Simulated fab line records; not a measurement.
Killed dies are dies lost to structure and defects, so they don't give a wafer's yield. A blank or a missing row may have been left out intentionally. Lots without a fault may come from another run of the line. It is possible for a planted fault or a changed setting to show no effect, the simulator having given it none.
Which tool is to blame? -- flow sfqLine -- 42 wafers from 14 lots sampled at 6 of the route's 325 steps

## WHAT THE GAUGES READ, wafer by wafer
SFQ_L0_RS_MEAS_901: the measuring method here is four-point-probe. Usual: L0_MONX_KI_RS typically reads 43.8 ohm/sq, with standard deviation 0.51.
lot,measured,on,L0_MONX_KI_RS (ohm/sq),flag
L360,day 1 17:36,filmMetro-01,43.9 44.0 44.0,
L361,day 1 22:35,filmMetro-02,43.8 44.0 43.4,
L362,day 2 03:35,filmMetro-04,43.0 42.9 43.0,
L364,day 2 13:35,filmMetro-01,44.4 44.3 44.3,
L365,day 2 18:35,filmMetro-02,43.9 43.6 44.1,
L366,day 2 23:34,filmMetro-04,43.3 43.7 43.5,
L371,day 4 00:34,filmMetro-01,44.3 63.3 44.1,OFF
L372,day 4 05:34,filmMetro-04,44.0 61.9 44.8,OFF
L373,day 4 10:45,filmMetro-04,43.3 43.3 43.2,
L376,day 5 01:35,filmMetro-01,43.4 44.1 44.3,
L377,day 5 06:34,filmMetro-01,43.5 44.4 43.5,
L379,day 5 16:35,filmMetro-01,44.2 43.6 44.0,
L380,day 5 21:34,filmMetro-01,44.2 44.4 44.6,
L381,day 6 02:35,filmMetro-04,43.7 43.5 43.0,

SFQ_L0_THK_MEAS_902: measures by xrf. Usual: L0_MONX_KI_THK typically reads 40.3 nm, with standard deviation 0.5.
lot,measured,on,L0_MONX_KI_THK (nm),flag
L360,day 1 17:42,filmMetro-01,40.2 40.2 40.4,
L361,day 1 22:41,filmMetro-02,40.0 39.9 40.4,
L362,day 2 03:41,filmMetro-04,41.2 41.4 41.4,
L364,day 2 13:41,filmMetro-01,40.0 39.8 39.7,
L365,day 2 18:41,filmMetro-02,40.2 40.3 40.0,
L366,day 2 23:41,filmMetro-04,41.0 40.5 40.8,
L371,day 4 00:41,filmMetro-01,39.9 31.3 40.0,OFF
L372,day 4 05:41,filmMetro-04,40.1 31.7 39.4,OFF
L373,day 4 10:52,filmMetro-04,40.8 40.8 40.8,
L376,day 5 01:42,filmMetro-01,40.3 39.6 39.4,
L377,day 5 06:41,filmMetro-01,40.6 39.5 40.3,
L379,day 5 16:41,filmMetro-01,39.7 40.3 39.7,
L380,day 5 21:41,filmMetro-01,39.4 39.5 39.3,
L381,day 6 02:42,filmMetro-04,40.7 40.8 41.2,

SFQ_R5_OVL_MEAS_935. Usual: R5_OVL typically reads 0 nm, with standard deviation 5.4.
lot,measured,on,R5_OVL (nm),flag
L360,day 51 01:56,overlay-02,-3 -10 -10,
L361,day 51 03:08,overlay-02,1 -3 -8,
L362,day 51 05:23,overlay-01,-8 -4 -4,
L364,day 51 07:47,overlay-01,11 5 9,
L365,day 58 05:45,overlay-02,6 -1 -5,
L366,day 58 06:56,overlay-02,5 0 1,
L371,day 64 16:05,overlay-01,4 3 4,
L372,day 64 17:31,overlay-02,10 9 7,
L373,day 64 21:55,overlay-02,6 6 4,
L376,day 69 13:43,overlay-02,1 2 2,
L377,day 69 17:18,overlay-01,-5 -5 4,
L379,day 70 22:07,overlay-01,4 1 1,
L380,day 71 00:30,overlay-01,-5 0 1,
L381,day 71 16:22,overlay-02,-5 -1 -3,

## WHICH TOOL RAN EACH LOT (tool, then ch and the chambers of the sampled wafers, then the start)
lot,SFQ_TRILAYER_L0_DEP_SPUTTER_003,SFQ_TRILAYER_L0_ETCH_METAL_ETCH_008,SFQ_TRILAYER_A5B_DEP_PECVD_129
L360,"pvdSputter-03, day 1 17:29","rieMetal-02 ch 0,1, day 4 17:56","pecvd-02 ch 1,2, day 50 06:14"
L361,"pvdSputter-05, day 1 22:29","rieMetal-02 ch 0,1, day 5 01:38","pecvd-02 ch 0,1, day 50 08:37"
L362,"pvdSputter-03, day 2 03:29","rieMetal-02 ch 0,1, day 5 06:26","pecvd-01 ch 1,2, day 50 11:01"
L364,"pvdSputter-04, day 2 13:29","rieMetal-03 ch 0,1, day 5 17:14","pecvd-02 ch 0,2, day 51 00:13"
L365,"pvdSputter-05, day 2 18:29","rieMetal-03 ch 0,1, day 5 23:14","pecvd-04 ch 1,2, day 57 21:40"
L366,"pvdSputter-04, day 2 23:29","rieMetal-03 ch 0,1, day 6 07:40","pecvd-01 ch 0,1,2, day 57 23:22"
L371,"pvdSputter-04, day 4 00:29","rieMetal-04 ch 0,1, day 7 07:28","pecvd-02 ch 0,1, day 63 18:28"
L372,"pvdSputter-04, day 4 05:29","rieMetal-03 ch 0,1, day 7 12:16","pecvd-04 ch 1,2, day 63 19:40"
L373,"pvdSputter-03, day 4 10:29","rieMetal-03 ch 0,1, day 7 17:04","pecvd-02 ch 0,1,2, day 63 23:26"
L376,"pvdSputter-05, day 5 01:29","rieMetal-04 ch 0,1, day 8 11:04","pecvd-02 ch 0,1, day 64 04:04"
L377,"pvdSputter-03, day 5 06:29","rieMetal-04 ch 0,1, day 8 19:28","pecvd-04 ch 0,1,2, day 64 05:16"
L379,"pvdSputter-03, day 5 16:29","rieMetal-03 ch 1, day 9 04:04","pecvd-02 ch 0,1, day 65 18:40"
L380,"pvdSputter-03, day 5 21:29","rieMetal-02 ch 0,1, day 9 08:47","pecvd-04 ch 0,1,2, day 66 00:50"
L381,"pvdSputter-05, day 6 02:29","rieMetal-03 ch 0,1, day 9 13:35","pecvd-04 ch 0,1, day 67 01:25"
- SFQ_TRILAYER_L0_DEP_SPUTTER_003: material MoNx KI, target thk 40 nm, time 100 s.
- SFQ_TRILAYER_L0_ETCH_METAL_ETCH_008: etches MoNx KI in SF6/O2, stops on SiO2, target depth 50 nm, time 25 s.
- SFQ_TRILAYER_A5B_DEP_PECVD_129: deposits SiO2 from SiH4/N2O, time 133.33 s, target thk 600 nm.

## AS READ BY THE TOOLS THEMSELVES (means over the sampled wafers that have a number; for cases with no such wafer, the mark the record gives instead)
SFQ_TRILAYER_L0_DEP_SPUTTER_003. Usual: throttleValvePct reads 30.0 % (standard deviation 0.85).
lot,tool,throttleValvePct (%),flag
L360,pvdSputter-03,30.1,
L361,pvdSputter-05,30.8,
L362,pvdSputter-03,29.3,
L364,pvdSputter-04,30.2,
L365,pvdSputter-05,30.4,
L366,pvdSputter-04,29.9,
L371,pvdSputter-04,29.8,
L372,pvdSputter-04,29.6,
L373,pvdSputter-03,29.9,
L376,pvdSputter-05,30.4,
L377,pvdSputter-03,29.2,
L379,pvdSputter-03,29.3,
L380,pvdSputter-03,29.8,
L381,pvdSputter-05,30.8,

SFQ_TRILAYER_L0_ETCH_METAL_ETCH_008. Usual: drypumpMotorCurrentA 5.9 A, standard deviation 0.39; oesProductAu 0.870 a.u., standard deviation 0.0073.
lot,tool,drypumpMotorCurrentA (A),oesProductAu (a.u.),flag
L360,rieMetal-02,5.9,0.866,
L361,rieMetal-02,5.9,0.872,
L362,rieMetal-02,6.2,0.878,
L364,rieMetal-03,5.9,0.862,
L365,rieMetal-03,5.9,0.872,
L366,rieMetal-03,5.7,0.876,
L371,rieMetal-04,5.7,0.828,OFF
L372,rieMetal-03,5.8,0.831,OFF
L373,rieMetal-03,5.9,0.873,
L376,rieMetal-04,5.7,0.870,
L377,rieMetal-04,5.7,0.875,
L379,rieMetal-03,6.1,0.868,
L380,rieMetal-02,5.9,0.865,
L381,rieMetal-03,5.8,0.873,

SFQ_TRILAYER_A5B_DEP_PECVD_129. Usual: heaterPowerW 83 W, standard deviation 23; throttleValvePct 25.2 %, standard deviation 1.2.
lot,tool,heaterPowerW (W),throttleValvePct (%),flag
L360,pecvd-02,82,25.4,
L361,pecvd-02,107,24.3,
L362,pecvd-01,103,23.6,
L364,pecvd-02,59,25.1,
L365,pecvd-04,75,26.3,
L366,pecvd-01,89,24.2,
L371,pecvd-02,109,25.0,
L372,pecvd-04,78,25.8,
L373,pecvd-02,79,25.6,
L376,pecvd-02,101,25.4,
L377,pecvd-04,79,25.7,
L379,pecvd-02,104,25.6,
L380,pecvd-04,82,25.7,
L381,pecvd-04,75,26.4,

## THE ANSWER, worked out from the rows above alone
Rule: lot off if the mean of its wafers having a number is beyond 3 standard deviations from the usual mean. A lot without any number at a reading at which 4 lots or more have one is off too. Any other lot the step has rows for is counted as sound. First the gauges in route order, then the tools' own readings, where a lot's mean is used as printed above. The first step at which some lot is off is used, and at that step the reading that is off furthest; a lot without a number counts as furthest.
Off: L371, L372, seen at SFQ_L0_RS_MEAS_901 (L0_MONX_KI_RS).
A tool fits if, at a process step before that reading, it ran every lot that is off, and no sound lot after the first of them. The gauges at SFQ_L0_RS_MEAS_901 aren't tried: what is off there is off at SFQ_TRILAYER_L0_ETCH_METAL_ETCH_008 too, on other tools, and a gauge's error can't cause that. One fits: pvdSputter-04 at SFQ_TRILAYER_L0_DEP_SPUTTER_003. A fault onset in the window from L366 (day 2 23:29, its last sound lot) to L371 (day 4 00:29, its first lot off) fits.

## WHAT WAS PUT IN BY THE SIMULATOR
Site profile drift: pvdSputter-04, from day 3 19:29 on, at SFQ_TRILAYER_L0_DEP_SPUTTER_003. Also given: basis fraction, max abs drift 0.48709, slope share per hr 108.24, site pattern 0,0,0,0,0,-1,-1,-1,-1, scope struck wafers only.
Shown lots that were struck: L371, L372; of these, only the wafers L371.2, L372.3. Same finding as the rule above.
